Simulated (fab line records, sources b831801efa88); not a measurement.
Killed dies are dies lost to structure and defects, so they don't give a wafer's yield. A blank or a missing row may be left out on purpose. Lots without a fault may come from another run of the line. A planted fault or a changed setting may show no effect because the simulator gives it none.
Which tool did it? | flow gf180mcu | 10 lots, 30 wafers sampled, at 6 steps of a route of 602

WHAT THE GAUGES READ, wafer by wafer
GF_M2_OVL_MEAS_15.
lot  | measured     | on         | M2_OVL (nm)
L241 | day 20 05:57 | overlay-01 | -1 -10 -1
L242 | day 21 04:55 | overlay-01 | -7 -8 -8
L243 | day 21 06:24 | overlay-01 | 3 7 11
L244 | day 21 20:28 | overlay-02 | 8 0 2
L247 | day 23 16:28 | overlay-02 | 0 5 -5
L249 | day 24 00:01 | overlay-02 | 0 0 2
L258 | day 26 08:49 | overlay-02 | 8 6 4
L259 | day 26 16:19 | overlay-02 | -4 -11 -7
L260 | day 27 01:31 | overlay-02 | -3 3 0
L261 | day 27 04:31 | overlay-02 | -9 -4 -1

GF_V2_THK_MEAS_03.
lot  | measured     | on            | V2_CVD_02_THK (nm)
L241 | day 20 06:51 | film_metro-03 | 846 842 858
L242 | day 21 05:49 | film_metro-02 | 837 848 871
L243 | day 21 07:20 | film_metro-03 | 835 828 837
L244 | day 21 21:25 | film_metro-02 | 839 864 857
L247 | day 23 17:22 | film_metro-04 | 851 847 862
L249 | day 24 01:04 | film_metro-02 | 854 857 872
L258 | day 26 09:44 | film_metro-02 | 849 845 855
L259 | day 26 17:19 | film_metro-02 | 837 828 853
L260 | day 27 02:31 | film_metro-02 | 853 864 871
L261 | day 27 05:26 | film_metro-02 | 838 856 841

GF_V2_RS_MEAS_24: measures by four-point-probe.
lot  | measured     | on            | V2_W_RS (ohm/sq)
L241 | day 21 08:22 | film_metro-02 | 0.323 0.323 0.321
L242 | day 22 07:28 | film_metro-03 | 0.321 0.325 0.321
L243 | day 22 08:23 | film_metro-03 | 0.327 0.323 0.318
L244 | day 22 22:12 | film_metro-03 | 0.328 0.325 0.326
L247 | day 24 17:34 | film_metro-02 | 0.324 0.326 0.325
L249 | day 25 01:02 | film_metro-02 | 0.325 0.325 0.325
L258 | day 27 07:05 | film_metro-03 | 0.330 0.329 0.433 0.331 0.329 0.433
L259 | day 27 14:06 | film_metro-04 | 0.433 0.326 0.327 0.432 0.326 0.327
L260 | day 27 23:40 | film_metro-02 | 0.329 0.325 0.323
L261 | day 28 02:43 | film_metro-04 | 0.329 0.323 0.326

GF_V2_THK_MEAS_25: measures by xrf.
lot  | measured     | on            | V2_W_THK (nm)
L241 | day 21 08:29 | film_metro-02 | 346 346 346
L242 | day 22 07:35 | film_metro-03 | 348 344 349
L243 | day 22 08:30 | film_metro-03 | 342 347 350
L244 | day 22 22:18 | film_metro-03 | 342 345 343
L247 | day 24 17:41 | film_metro-02 | 342 340 341
L249 | day 25 01:07 | film_metro-02 | 344 341 343
L258 | day 27 13:44 | film_metro-03 | 334 339 257 337 337 258
L259 | day 27 19:44 | film_metro-04 | 263 346 344 263 347 345
L260 | day 27 23:46 | film_metro-02 | 336 343 344
L261 | day 28 02:49 | film_metro-04 | 346 352 349

WHICH TOOL RAN EACH LOT (tool, then ch and the chambers of the sampled wafers, then the start)
lot  | GF_M2_METAL_ETCH_16               | GF_V2_CVD_23
L241 | rie_metal-02 ch 0,1, day 20 05:59 | cvd_w-02 ch 0,1, day 21 08:15
L242 | rie_metal-03 ch 0, day 21 04:57   | cvd_w-01 ch 0,1, day 22 07:20
L243 | rie_metal-01 ch 0,1, day 21 06:26 | cvd_w-02 ch 0,1, day 22 08:16
L244 | rie_metal-02 ch 0,1, day 21 20:32 | cvd_w-02 ch 0,1, day 22 22:05
L247 | rie_metal-01 ch 0,1, day 23 16:29 | cvd_w-01 ch 0,1, day 24 17:26
L249 | rie_metal-02 ch 0, day 24 00:10   | cvd_w-02 ch 0,1, day 25 00:54
L258 | rie_metal-01 ch 0, day 26 08:52   | cvd_w-01 ch 0,1, day 27 06:59
L259 | rie_metal-03 ch 0,1, day 26 16:20 | cvd_w-01 ch 0,1, day 27 13:58
L260 | rie_metal-03 ch 0,1, day 27 01:34 | cvd_w-02 ch 0,1, day 27 23:34
L261 | rie_metal-03 ch 0,1, day 27 04:35 | cvd_w-02 ch 0,1, day 28 02:37
- GF_M2_METAL_ETCH_16: etches the open film in Cl2/BCl3, stops on SiO2, target depth 750.8 nm, time 125.1 s.
- GF_V2_CVD_23: deposits W, target thk 350 nm, time 104.94 s.

WHAT THE TOOLS THEMSELVES READ (means of the sampled wafers that have a number; where no wafer has one, the mark that the record gives instead)
GF_M2_METAL_ETCH_16.
lot  | tool         | bias_w (W) | drypump_motor_current_A (A) | oes_product_au (a.u.) | throttle_valve_pct (%)
L241 | rie_metal-02 | 139.6      | 5.93                        | 0.985                 | 28.242
L242 | rie_metal-03 | 140.1      | 5.93                        | 0.989                 | 28.233
L243 | rie_metal-01 | 139.9      | 6.03                        | 0.980                 | 28.242
L244 | rie_metal-02 | 140.0      | 5.91                        | 0.991                 | 28.228
L247 | rie_metal-01 | 140.6      | 5.88                        | 0.975                 | 28.237
L249 | rie_metal-02 | 139.8      | 5.89                        | 0.984                 | 28.229
L258 | rie_metal-01 | 140.1      | 6.18                        | 0.994                 | 28.223
L259 | rie_metal-03 | 139.8      | 5.80                        | 0.985                 | 28.236
L260 | rie_metal-03 | 139.8      | 5.72                        | 0.996                 | 28.226
L261 | rie_metal-03 | 139.8      | 5.72                        | 0.991                 | 28.232

GF_V2_CVD_23.
lot  | tool     | heater_power_w (W)
L241 | cvd_w-02 | 849
L242 | cvd_w-01 | 802
L243 | cvd_w-02 | 842
L244 | cvd_w-02 | 842
L247 | cvd_w-01 | 811
L249 | cvd_w-02 | 842
L258 | cvd_w-01 | 868
L259 | cvd_w-01 | 813
L260 | cvd_w-02 | 851
L261 | cvd_w-02 | 853

THE ANSWER, worked out from the rows above alone
Rule: what is usual is taken from the lots themselves. Put in order of their means at a reading, lots are off if they are a third of the lots or fewer, leave a main group of 4 or more, and stand apart from it by a gap of 3 or more times the standard deviation of the main group's means; of several such gaps the widest counts. A main group whose means are all the same, to the digits that the tables above print for the reading, isn't used. A lot without any number at a reading at which 4 lots or more have one is off too. The other lots that the step has rows for count as sound. The gauges are gone through in route order, then the tools' own readings, and for those a lot's mean is taken as printed above. The first step at which some lot is off is used, and at that step the reading that is off furthest; a lot without a number counts as furthest.
Off: L258, L259, at GF_V2_RS_MEAS_24 (V2_W_RS). The main group: mean 0.324 ohm/sq, standard deviation 0.0016.
A tool fits if, at a process step before that reading, it ran every lot that is off, and no sound lot after the first of them. The gauges at GF_V2_RS_MEAS_24 are tried like those tools. One fits: cvd_w-01 at GF_V2_CVD_23. Its last sound lot is L247 (day 24 17:26), its first lot that is off L258 (day 27 06:59): a fault that began between those two fits.

WHAT THE SIMULATOR HAD PUT IN
Process parameter drift: cvd_w-01, from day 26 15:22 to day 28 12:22, at GF_V2_CVD_23. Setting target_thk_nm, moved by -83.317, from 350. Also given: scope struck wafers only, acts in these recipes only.
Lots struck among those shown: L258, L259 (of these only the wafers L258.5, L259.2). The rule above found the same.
